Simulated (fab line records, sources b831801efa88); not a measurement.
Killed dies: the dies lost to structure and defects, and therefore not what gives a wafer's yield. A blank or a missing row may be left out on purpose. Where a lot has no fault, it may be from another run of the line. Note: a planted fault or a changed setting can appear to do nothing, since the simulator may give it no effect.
Chamber matching    flow sky130    SKY_FIELD_ISO_ETCH_14 on rie-diel-04 has 4 sister chambers
The step etches BARC in N2/H2, stops on SiO2, time 45.9 s, target depth 60 nm. 15 wafers are shown with their chamber, then 7 later ones without.

## WAFERS PAIRED WITH THEIR CHAMBERS
wafer   chamber  rf-fwd-power-W (W)  oes-product-au (a.u.)  throttle-valve-pct (%)
L144.1  2        492.1               0.859                  13.222
L144.4  3        494.2               0.851                  13.243
L144.6  2        491.8               0.867                  13.215
L145.4  0        496.4               0.851                  13.226
L145.5  1        496.4               0.846                  13.230
L145.6  2        491.5               0.859                  13.228
L150.3  2        492.3               0.856                  13.234
L150.5  3        495.0               0.850                  13.224
L152.2  2        491.5               0.864                  13.219
L152.5  2        492.6               0.866                  13.210
L156.1  1        496.4               0.852                  13.216
L156.3  3        494.2               0.852                  13.219
L156.4  0        495.6               0.845                  13.235
L160.3  1        498.0               0.856                  13.223
L160.4  2        493.2               0.857                  13.223

SIGNATURES (averages over the wafers above)
reading             chamber 0  chamber 1  chamber 2  chamber 3  scatter within a chamber
rf-fwd-power-W      496.000    496.933    492.143    494.467    0.657
oes-product-au      0.84800    0.85133    0.86114    0.85100    0.00415
throttle-valve-pct  13.23050   13.22300   13.22157   13.22867   0.00874
Rule: a wafer's distance from a chamber is the root of the sum, over the readings, of the square of ((its reading less the chamber's mean) divided by the reading's scatter). The wafer belongs to the nearest chamber; if the next one is less than 2 further off, it can't be placed. The scatter is the square root of a quotient: the sum, over the shown wafers, of each reading's squared deviation from its chamber's mean, divided by wafers minus chambers.

## WAFERS WITHOUT THEIR CHAMBER
wafer   rf-fwd-power-W (W)  oes-product-au (a.u.)  throttle-valve-pct (%)
L160.5  496.9               0.850                  13.221
L161.3  495.1               0.861                  13.225
L161.4  494.8               0.853                  13.220
L161.6  494.3               0.854                  13.213
L165.1  494.7               0.851                  13.223
L165.4  497.8               0.857                  13.223
L165.5  493.1               0.851                  13.234

## THE CHAMBER EACH PASSED THROUGH
wafer   from the rows above                in truth
L160.5  can't be placed: 1 or 0            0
L161.3  can't be placed: 3 or 0 or 1 or 2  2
L161.4  can't be placed: 3 or 0            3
L161.6  can't be placed: 3 or 0 or 2       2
L165.1  can't be placed: 3 or 0            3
L165.4  can't be placed: 1 or 0            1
L165.5  can't be placed: 3 or 2            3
Placed correctly: 0 of 7. Can't be placed from these rows: 7 (the true chamber is among the candidates in 7). 0 placed wrongly.
